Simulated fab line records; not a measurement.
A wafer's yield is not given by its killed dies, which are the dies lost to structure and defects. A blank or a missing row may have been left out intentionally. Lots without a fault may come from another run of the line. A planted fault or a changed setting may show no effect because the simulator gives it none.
What tool caused it? | flow sky130 | 12 lots with 36 wafers sampled at 4 steps, on a route of 708 steps

WHAT EACH GAUGE READ, for each wafer
SKY_METAL1_OVL_MEAS_16.
lot  | measured     | on         | METAL1_OVL (nm)
L075 | day 33 16:19 | overlay-02 | 5 -3 -3
L077 | day 33 19:38 | overlay-01 | -3 -1 -3
L079 | day 34 18:25 | overlay-01 | 1 1 -7
L081 | day 35 16:01 | overlay-01 | -6 1 -7
L083 | day 35 22:49 | overlay-01 | -1 2 5
L085 | day 36 11:49 | overlay-02 | 0 -7 -2
L087 | day 37 04:10 | overlay-01 | -5 -2 -3
L089 | day 37 21:22 | overlay-01 | 3 6 -3
L091 | day 38 08:50 | overlay-01 | -5 -7 0
L093 | day 38 19:01 | overlay-02 | 8 3 -3
L095 | day 39 23:24 | overlay-02 | 1 -1 -2
L097 | day 40 00:32 | overlay-02 | -2 6 12

WHAT TOOL EACH LOT RAN ON (gives the tool, then ch and the chambers of the sampled wafers, and finally the start)
lot  | SKY_LI_CONTACT_ETCH_15             | SKY_LI_CONTACT_SPUTTER_19    | SKY_CONTACT_ETCH_17
L075 | rie_diel-01 ch 0,3, day 30 02:14   | pvd_sputter-04, day 30 02:38 | rie_diel-01 ch 0,1, day 32 11:32
L077 | rie_diel-03 ch 0,2,3, day 30 05:02 | pvd_sputter-01, day 30 05:22 | rie_diel-03 ch 0,1,3, day 32 15:02
L079 | rie_diel-02 ch 0,1, day 31 04:47   | pvd_sputter-02, day 31 05:10 | rie_diel-01 ch 0,1,3, day 33 13:56
L081 | rie_diel-01 ch 0,1,2, day 32 02:39 | pvd_sputter-02, day 32 03:02 | rie_diel-04 ch 0,3, day 34 11:26
L083 | rie_diel-02 ch 0,2, day 32 10:56   | pvd_sputter-04, day 32 11:20 | rie_diel-01 ch 0,1,3, day 34 19:35
L085 | rie_diel-02 ch 0,1,2, day 32 23:56 | pvd_sputter-01, day 33 00:19 | rie_diel-01 ch 2,3, day 35 07:56
L087 | rie_diel-03 ch 1,2,3, day 33 16:02 | pvd_sputter-01, day 33 16:25 | rie_diel-03 ch 0,1,3, day 36 00:17
L089 | rie_diel-02 ch 0,1, day 34 09:05   | pvd_sputter-04, day 34 09:28 | rie_diel-01 ch 1,2, day 36 17:26
L091 | rie_diel-03 ch 0,2,3, day 34 21:11 | pvd_sputter-04, day 34 21:34 | rie_diel-04 ch 0,1,2, day 37 04:41
L093 | rie_diel-02 ch 1,2, day 35 08:30   | pvd_sputter-02, day 35 08:53 | rie_diel-03 ch 1,3, day 37 16:20
L095 | rie_diel-02 ch 1,3, day 36 15:50   | pvd_sputter-01, day 36 16:13 | rie_diel-01 ch 1,3, day 38 20:53
L097 | rie_diel-03 ch 0,2, day 36 16:47   | pvd_sputter-02, day 36 17:10 | rie_diel-04 ch 0,3, day 38 23:08
- SKY_LI_CONTACT_ETCH_15: etches PSG in C4F8/O2/Ar, stops on Si, target depth 600 nm.
- SKY_LI_CONTACT_SPUTTER_19: material Ti, target thk 20 nm, time 106.37 s.
- SKY_CONTACT_ETCH_17: etches SiO2 in C4F8/O2/Ar, stops on Si3N4, target depth 340 nm.

THE ANSWER, worked out from the rows above alone
Rule: usual is defined by the lots themselves. Put in order of their means at a reading, lots are off if they are a third of the lots or fewer, leave a main group of 4 or more, and stand apart from it by a gap of 3 or more times the standard deviation of the main group's means; of several such gaps the widest counts. The tables above print the reading to a certain number of digits; a main group whose means all agree to those digits is not used. Also off: a lot with no number at a reading for which 4 or more lots have one. All remaining lots with rows at the step are treated as sound.
None of the lots is off at any reading shown; this tells nothing.

WHAT HAD BEEN PUT IN BY THE SIMULATOR
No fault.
